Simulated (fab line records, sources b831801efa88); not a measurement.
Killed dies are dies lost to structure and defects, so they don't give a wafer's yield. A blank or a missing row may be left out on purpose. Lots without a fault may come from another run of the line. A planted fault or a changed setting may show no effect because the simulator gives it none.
Problem report in the 8D (eight disciplines) form, filled by code | flow sky130 | the parts of the form that need people (team, actions taken, sign-off) are left out

1. THE PROBLEM
VT_ADJUST_NCORE_TW at SKY_VT_ADJUST_NCORE_TW_MEAS_11 reads a mean of 118.9 on 6 wafers of 2 lots; wafers without a fault read 218.3 with a standard deviation of 1. That is -99 or more standard deviations from the usual mean.
First seen on wafer L147.2, day 10 20:15, on film_metro-04. The record holds 39 wafers of 13 lots with a number at this step. Rule for "out", or "out of limits": more than 4 standard deviations from the usual mean. The other wafers with a number count as sound.

2. WHAT IT IS AND WHAT IT IS NOT
question                    | is                           | is not
which readings at this step | VT_ADJUST_NCORE_TW           | -
which lots                  | L147, L148                   | L140, L141, L142, L144, L145, L146, L151, L156, L157, L160, L161
which wafers of those lots  | all that have a number       | -
read on which gauges        | film_metro-03, film_metro-04 | film_metro-02
when                        | from day 10 20:15            | up to then (18 sound wafers); but 15 sound wafers of L151, L156, L157, L160, L161 came after

3. SUSPECTS, AND WHAT RULES EACH OUT
Counting: a tool at a process step up to the reading stays a suspect if it ran every lot that is out and no sound lot after the first of them.
- the gauge at SKY_VT_ADJUST_NCORE_TW_MEAS_11: ruled out. The wafers that are out were read on 2 gauges (film_metro-03, film_metro-04).
- implanter-04 at SKY_VT_ADJUST_NCORE_IMPLANT_09: kept. It ran every lot that is out, first L147 (day 10 20:01), and no sound lot after that; its last sound lot up to then is L145 (day 10 09:48). Its own readings are out on those wafers: dose_ions_cm2, faraday_current_uA.
Left after counting: implanter-04 at SKY_VT_ADJUST_NCORE_IMPLANT_09.

4. THE CAUSE (what the simulator had put in)
Process parameter drift: implanter-04, from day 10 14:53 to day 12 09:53, at SKY_VT_ADJUST_NCORE_IMPLANT_09. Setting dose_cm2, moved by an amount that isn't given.
Counting left only this tool.

5. THE CHAIN OF EFFECTS, in route order
Each row: a reading whose mean over the struck wafers that have a number lies more than 3 standard deviations from the usual. Only readings for which the record gives a usual standard deviation are gone through. hours: the time from each lot's start at the first step in this table that gives one to its start at this step, as a median over the lots. sigmas: the change in usual standard deviations.
hours | step                           | reading            | usual      | on struck wafers | change      | sigmas
0     | SKY_VT_ADJUST_NCORE_IMPLANT_09 | dose_ions_cm2      | 2.3997e+12 | 2.4067e+11       | -2.1590e+12 | -99 or more
0     | SKY_VT_ADJUST_NCORE_IMPLANT_09 | faraday_current_uA | 13.51      | 1.36             | -12.15      | -45
0     | SKY_VT_ADJUST_NCORE_TW_MEAS_11 | VT_ADJUST_NCORE_TW | 218.3      | 118.9            | -99.4       | -99 or more
The process steps in it:
- SKY_VT_ADJUST_NCORE_IMPLANT_09
Later measuring or inspecting steps at which every struck wafer that the step has a row for has a number for every such reading, and none has moved that far: SKY_POLY_GATE_OVL_MEAS_14, SKY_LDD_HVN_OVL_MEAS_07, SKY_LDD_HVN_TW_MEAS_10.

6. WHAT WOULD HAVE CAUGHT IT SOONER
In this record the first reading out of limits at a measuring or inspecting step was taken at day 10 20:15, 5 hours after the fault began at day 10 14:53.
The tool's own readings at SKY_VT_ADJUST_NCORE_IMPLANT_09 were out on every struck wafer that the step has a row for (dose_ions_cm2, faraday_current_uA): an alarm limit on them would have fired on the first of those.
Of the lots that are out (2), L148 began SKY_VT_ADJUST_NCORE_IMPLANT_09 on implanter-04 after day 10 20:15. A hold on the tool at that time would have spared it.
